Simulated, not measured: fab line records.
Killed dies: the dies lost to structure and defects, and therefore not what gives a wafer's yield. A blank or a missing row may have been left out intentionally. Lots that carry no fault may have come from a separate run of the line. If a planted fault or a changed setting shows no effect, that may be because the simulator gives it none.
One fault seen from 2 desks -- flow gf180mcu -- only its own numbers are on each desk; what lay behind them is given at the end

== DESK OF THE TOOL OWNER: cvd w-01 ==
The tool's own readings at GF_V1_CVD_23 (deposits W, target thk 350 nm, time 105.05 s): means of the sampled wafers that have a number, for each lot that ran on this tool. Marked OUT: a lot whose mean sits more than 4 standard deviations from the usual mean, which makes it out of limits; the brackets give that distance.
Columns: A = heater power w at GF_V1_CVD_23, usual 913 W
lot,first seen here,A
L716,day 18 13:23,909
L717,day 18 14:47,896
L720,day 19 15:26,937
L721,day 19 22:49,910
L722,day 20 13:49,893
L724,day 21 14:13,930
L728,day 23 00:32,880
L729,day 23 01:00,890
L731,day 23 22:05,887
L737,day 25 10:35,900
This desk's verdict: no lot among the 10 shows anything out of limits.

== FROM THE METROLOGY DESK ==
Means of the sampled wafers that have a number, per lot and without regard to the tool the lot ran on: this is what the gauges read. Marked OUT: a lot whose mean sits more than 4 standard deviations from the usual mean, which makes it out of limits; the brackets give that distance.
Columns: A = CONTACT_OVL at GF_CONTACT_OVL_MEAS_15, usual 2 nm; B = V1_W_RS at GF_V1_RS_MEAS_24, usual 0.324 ohm/sq; C = V1_W_THK at GF_V1_THK_MEAS_25, usual 347 nm
lot,first seen here,A,B,C
L715,day 15 19:35,6,0.327,338
L716,day 16 10:55,-1,0.324,342
L717,day 16 11:53,8,0.323,351
L720,day 17 11:21,4,0.324,344
L721,day 17 17:50,-3,0.328,340
L722,day 18 08:33,-3,0.326,351
L724,day 19 09:56,3,0.320,362
L728,day 20 20:29,7,0.327,340
L729,day 20 22:11,13,0.324,348
L731,day 21 20:53,-9,0.326,349
L737,day 23 11:53,-2,0.299 (-4.3) OUT,392 (+4.5) OUT
This desk's result: L737 out of limits, first on L737 (V1_W_RS at GF_V1_RS_MEAS_24), day 25 10:41. L715, L716, L717, L720, L721, L722, L724, L728, L729, L731 stayed within limits.

== PUT TOGETHER ==
Metrology desk: alarm possible at day 25 10:41 on L737.
The desk of the tool owner found nothing out of limits.
On record at the tool owner's desk: L737, within its limits.
On cvd w-01, each named lot ran GF_V1_CVD_23.

== WHAT THE SIMULATOR HAD INSERTED ==
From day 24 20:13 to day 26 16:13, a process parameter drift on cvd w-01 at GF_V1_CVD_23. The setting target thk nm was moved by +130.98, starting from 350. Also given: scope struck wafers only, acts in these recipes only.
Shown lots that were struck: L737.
Time in hours between the start of the fault and the first out-of-limits reading at each desk: metrology desk, 14.
